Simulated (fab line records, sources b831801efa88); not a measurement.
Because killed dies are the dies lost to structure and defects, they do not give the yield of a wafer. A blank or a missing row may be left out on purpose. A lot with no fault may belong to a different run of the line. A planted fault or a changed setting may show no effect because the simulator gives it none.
A struck lot beside a sound one || flow sky130 || 14 out of 708 route steps
Sound: the wafers L930.1, L930.4, L930.5. Wafers L929.2, L929.3, L929.5 were the ones struck. The cause is named last.
Each step with rows lists, per side, the tool, then ch with its chambers, then its first start. Under that, the readings that differ: sound wafers || struck wafers || difference of the means || sigmas: that difference in standard deviations of wafers without a fault.
alike: readings whose means differ by less than 2 such deviations, and words and numbers that are the same on both sides. not compared: withheld readings, readings that some wafer has no value for, bounds like >300 that may hide the same value, and numbers for which the record gives no deviation and whose values overlap.
The two part at a step that has a row with sigmas, a row that says differs or no value, or rows on one side only. Non-overlapping numbers with no deviation appear without sigmas and do not part them. Lack of a reading on every wafer of one side parts them only where that side has two or more wafers.

first, 4 steps without rows for these wafers: SKY_LDD_HVN_SOFTBAKE_03 (time 60 s); SKY_LDD_HVN_EXPOSE_04 (exposes mask HVNTM, target cd 700 nm); SKY_LDD_HVN_PEB_05; SKY_LDD_HVN_DEVELOP_06 (develop time 60 s).
SKY_LDD_HVN_OVL_MEAS_07:
  sound on overlay-02 at day 24 14:06; struck on overlay-01 at day 24 03:13
  alike: LDD_HVN_OVL
then, 1 step without rows for these wafers: SKY_LDD_HVN_IMPLANT_08.
SKY_LDD_HVN_STRIP_09: strips in O2/N2.
  sound on plasma-asher-03 ch 0,1, day 24 14:17; struck on plasma-asher-02 ch 0, day 24 03:23
  alike: drypump-motor-current-A, oes-product-au, strip-time-to-endpoint-s
  not compared: rf-hours-counter-h
SKY_LDD_HVN_TW_MEAS_10:
  sound on film-metro-01 at day 24 14:23; struck on film-metro-03 at day 24 03:30
  alike: LDD_HVN_TW
then, 4 steps without rows for these wafers: SKY_LDD_HVP_DEHYDRATE_00 (time 60 s); SKY_LDD_HVP_HMDS_01 (prime time 60 s); SKY_LDD_HVP_COAT_02 (resist thk 300 nm); SKY_LDD_HVP_SOFTBAKE_03 (time 60 s).
SKY_LDD_HVP_EXPOSE_04: exposes mask HVPTM, target cd 700 nm.
  struck on iline-stepper-02, day 24 17:48; sound on iline-stepper-02 ch 0, day 25 04:33
  no value came back on the struck wafers for exposure-dose-mJ-cm2, focus-offset-nm (nm); on the sound wafers exposure-dose-mJ-cm2 reads 85.84 85.97 85.96
  alike: mask
then, 1 step without rows for these wafers: SKY_LDD_HVP_PEB_05.

WHERE THEY PART
Only at SKY_LDD_HVP_EXPOSE_04, within this record.

WHY: what the simulator had put in
Step skipped in full: iline-stepper-02, at SKY_LDD_HVP_EXPOSE_04, from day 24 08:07 onward. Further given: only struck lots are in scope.
